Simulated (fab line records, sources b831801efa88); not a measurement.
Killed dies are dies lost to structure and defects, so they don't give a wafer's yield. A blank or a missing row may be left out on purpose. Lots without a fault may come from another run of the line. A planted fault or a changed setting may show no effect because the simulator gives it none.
Tool commonality check | flow sky130 | 12 lots, 45 wafers sampled

WHY IT WAS OPENED
At SKY_NWELL_TW_MEAS_26 the reading NWELL_2_TW is flagged on 3 of 12 lots. Wafers without a fault read 493.3, standard deviation 2.9.
Rule: a lot is flagged when every wafer of it that has a number lies more than 4 standard deviations from that mean, or none has a number. The other lots count as sound.

lot  | measured     | on            | NWELL_2_TW, wafer by wafer          | flag
L321 | day 5 18:41  | film_metro-02 | 493.9 494.1 493.0                   |
L322 | day 6 00:14  | film_metro-01 | 489.9 491.5 489.8                   |
L323 | day 6 07:38  | film_metro-03 | 494.6 497.2 495.6                   |
L325 | day 6 17:53  | film_metro-03 | 493.3 491.6 493.0                   |
L326 | day 7 03:14  | film_metro-01 | 488.7 489.8 492.6                   |
L327 | day 7 07:51  | film_metro-02 | 496.9 495.9 495.7                   |
L329 | day 8 02:53  | film_metro-02 | 494.0 492.5 495.4                   |
L332 | day 8 15:44  | film_metro-01 | 577.9 580.8 578.5 580.6 579.5 582.2 | FLAGGED
L333 | day 8 17:09  | film_metro-01 | 576.9 576.8 577.4 577.3 574.8 577.8 | FLAGGED
L334 | day 9 10:01  | film_metro-03 | 585.6 586.6 586.2 587.5 586.2 588.8 | FLAGGED
L341 | day 10 20:11 | film_metro-02 | 492.7 493.9 492.3                   |
L342 | day 11 06:20 | film_metro-02 | 497.1 493.9 498.0                   |
The numbers of the flagged lots are 581.2 on average: +87.9 against the usual, or +30 standard deviations.

WHICH TOOL RAN EACH LOT
The record holds 2 process steps before the reading, out of a route of 708 steps. In each cell: the tool, then ch and the chambers that the sampled wafers went through, then the start.
lot  | flag    | SKY_DNWELL_STRIP_08                 | SKY_NWELL_IMPLANT_24
L321 |         | plasma_asher-04 ch 0,1, day 3 15:13 | implanter-02 ch 0, day 5 18:26
L322 |         | plasma_asher-01 ch 0,1, day 3 18:59 | implanter-04 ch 0, day 5 23:59
L323 |         | plasma_asher-01 ch 1, day 4 02:20   | implanter-04 ch 0, day 6 07:23
L325 |         | plasma_asher-02 ch 0,1, day 4 11:56 | implanter-04 ch 0, day 6 17:38
L326 |         | plasma_asher-02 ch 0,1, day 4 19:59 | implanter-02 ch 0, day 7 03:00
L327 |         | plasma_asher-04 ch 0,1, day 4 23:05 | implanter-01 ch 0, day 7 07:38
L329 |         | plasma_asher-01 ch 0,1, day 5 15:46 | implanter-04 ch 0, day 8 02:38
L332 | FLAGGED | plasma_asher-04 ch 0,1, day 6 04:35 | implanter-04 ch 0, day 8 15:29
L333 | FLAGGED | plasma_asher-04 ch 0,1, day 6 05:44 | implanter-04 ch 0, day 8 16:56
L334 | FLAGGED | plasma_asher-04 ch 0, day 6 19:47   | implanter-04 ch 0, day 9 09:46
L341 |         | plasma_asher-04 ch 0,1, day 8 03:17 | implanter-01 ch 0, day 10 19:57
L342 |         | plasma_asher-01 ch 0,1, day 8 11:59 | implanter-01 ch 0, day 11 06:05
What these steps do:
- SKY_DNWELL_STRIP_08: strips in O2/N2.
- SKY_NWELL_IMPLANT_24
- SKY_NWELL_TW_MEAS_26

FLAGGED OVER TOTAL, TOOL BY TOOL (the gauges that took the reading come last)
step                 | tool            | lots run | flagged | share of the flagged lots | sound lots run after its first flagged lot
SKY_DNWELL_STRIP_08  | plasma_asher-01 | 4        | 0       | none                      | -
SKY_DNWELL_STRIP_08  | plasma_asher-02 | 2        | 0       | none                      | -
SKY_DNWELL_STRIP_08  | plasma_asher-04 | 6        | 3       | all                       | 1 (L341)
SKY_NWELL_IMPLANT_24 | implanter-01    | 3        | 0       | none                      | -
SKY_NWELL_IMPLANT_24 | implanter-02    | 2        | 0       | none                      | -
SKY_NWELL_IMPLANT_24 | implanter-04    | 7        | 3       | all                       | 0
SKY_NWELL_TW_MEAS_26 | film_metro-01   | 4        | 2       | some                      | 0
SKY_NWELL_TW_MEAS_26 | film_metro-02   | 5        | 0       | none                      | -
SKY_NWELL_TW_MEAS_26 | film_metro-03   | 3        | 1       | some                      | 0

WHAT THE TABLE ALLOWS
2 rows of the table ran every flagged lot: plasma_asher-04 at SKY_DNWELL_STRIP_08, implanter-04 at SKY_NWELL_IMPLANT_24.
- plasma_asher-04 at SKY_DNWELL_STRIP_08: 3 of its 6 lots flagged. Sound lots ran on it after the first flagged one (L341), which a lasting fault on the whole tool wouldn't allow.
- implanter-04 at SKY_NWELL_IMPLANT_24: 3 of its 7 lots flagged. Its last sound lot is L329 (day 8 02:38), its first flagged lot L332 (day 8 15:29): a fault that began between those two fits. Its own readings lie more than 4 standard deviations out on every wafer of the flagged lots: dose_ions_cm2, faraday_current_uA.
One tool is left: implanter-04 at SKY_NWELL_IMPLANT_24.

WHAT THE SIMULATOR HAD PUT IN
Process parameter drift: implanter-04, from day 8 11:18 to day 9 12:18, at SKY_NWELL_IMPLANT_24. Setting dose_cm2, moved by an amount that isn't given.
Lots struck among those shown: L332, L333, L334. The rule above found the same.
